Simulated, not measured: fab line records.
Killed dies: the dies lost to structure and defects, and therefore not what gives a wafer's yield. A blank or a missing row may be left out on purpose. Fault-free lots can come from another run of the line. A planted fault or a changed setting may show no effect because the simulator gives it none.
A lot that was struck, set against a sound lot    flow gf180mcu    16 out of 602 route steps
Sound: the wafers L968.1, L968.4, L968.6. Struck: wafer L978.3 (L978.2, L978.5, from the same lot, were not struck and are left out); the cause is given at the end.
Order at every step that has rows: each side's tool, ch and its chambers, its first start. Under that, the readings that differ: sound wafers    struck wafers    difference of the means    sigmas: that difference in standard deviations of wafers without a fault.
alike: same words and numbers on both sides, and readings whose means sit less than 2 such deviations apart. not compared: any withheld reading, any reading some wafer has no value for, any bound like >300 that may hide the same value, and any number with overlapping values for which the record gives no deviation.
A row with sigmas, a row that says differs or no value, or rows on one side alone: a step with any of these is where the two part. Numbers that don't overlap but have no deviation are shown without sigmas and don't part them. A reading that every wafer of one side lacks parts them only if that side has two wafers or more.

GF_M4_SPUTTER_04: material TiN, target thk 50 nm, time 41.7 s.
  struck on pvd-sputter-02, day 28 09:23; sound on pvd-sputter-03, day 25 05:52
  alike: cathode-dc-power-W, throttle-valve-pct
GF_M4_RS_MEAS_05: measurement is done with a four-point probe.
  struck on film-metro-03, day 28 09:27; sound on film-metro-02, day 25 05:54
  alike: M4_ALCU_RS
GF_M4_THK_MEAS_06: measures by xrf.
  struck on film-metro-03, day 28 09:34; sound on film-metro-02, day 25 06:01
  alike: M4_ALCU_THK
then, 7 steps without rows for these wafers: GF_M4_DEHYDRATE_07 (time 60 s); GF_M4_HMDS_08 (prime time 60 s); GF_M4_COAT_09 (resist thk 1000 nm); GF_M4_SOFTBAKE_10 (time 60 s); GF_M4_EXPOSE_11 (exposes mask Metal4, target cd 280 nm); GF_M4_PEB_12 (peb time 90 s); GF_M4_DEVELOP_13 (develop time 60 s).
GF_M4_CD_MEAS_14: the cd target is 280 nm.
  struck on cd-sem-01, day 29 05:30; sound on cd-sem-01, day 26 03:56
  alike: cd-nm
GF_M4_OVL_MEAS_15:
  struck on overlay-01, day 29 05:36; sound on overlay-01, day 26 04:04
  alike: M4_OVL
GF_M4_METAL_ETCH_16: etches the open film in Cl2/BCl3, stops on SiO2, target depth 627.5 nm, time 104.6 s.
  sound on rie-metal-03 ch 1, day 26 04:06; struck on rie-metal-01 ch 1, day 29 05:41
reading                              sound              struck  difference  sigmas
model.KrF_of_M4_COAT_09.thk-nm (nm)  727.5 728.4 725.5  639.7   -87.4       
  alike: drypump-motor-current-A, oes-product-au, throttle-valve-pct
  not compared: rf-hours-counter-h
GF_M4_STRIP_17: strips in O2/N2.
  sound on plasma-asher-02 ch 0,1, day 26 04:13; struck on plasma-asher-02 ch 1, day 29 05:56
reading                       sound              struck  difference  sigmas
oes-product-au (a.u.)         0.555 0.560 0.553  0.527   -0.029      -5
strip-time-to-endpoint-s (s)  7.80 7.81 7.78     6.92    -0.88       -17
  alike: drypump-motor-current-A, heater-power-w, platen-temp-c
  not compared: rf-hours-counter-h
then, 1 step without rows for these wafers: GF_M4_STRIP_18 (strips in post etch residue remover, time 1200 s).
GF_PASSIVATION_PROBE_99:
  the record holds rows for the sound wafers here (prober-01, day 31 13:30) but none for the struck ones

## WHERE THEY PART
Earliest at GF_M4_STRIP_17; latest, in this record, at GF_PASSIVATION_PROBE_99.

WHY: what the simulator had put in
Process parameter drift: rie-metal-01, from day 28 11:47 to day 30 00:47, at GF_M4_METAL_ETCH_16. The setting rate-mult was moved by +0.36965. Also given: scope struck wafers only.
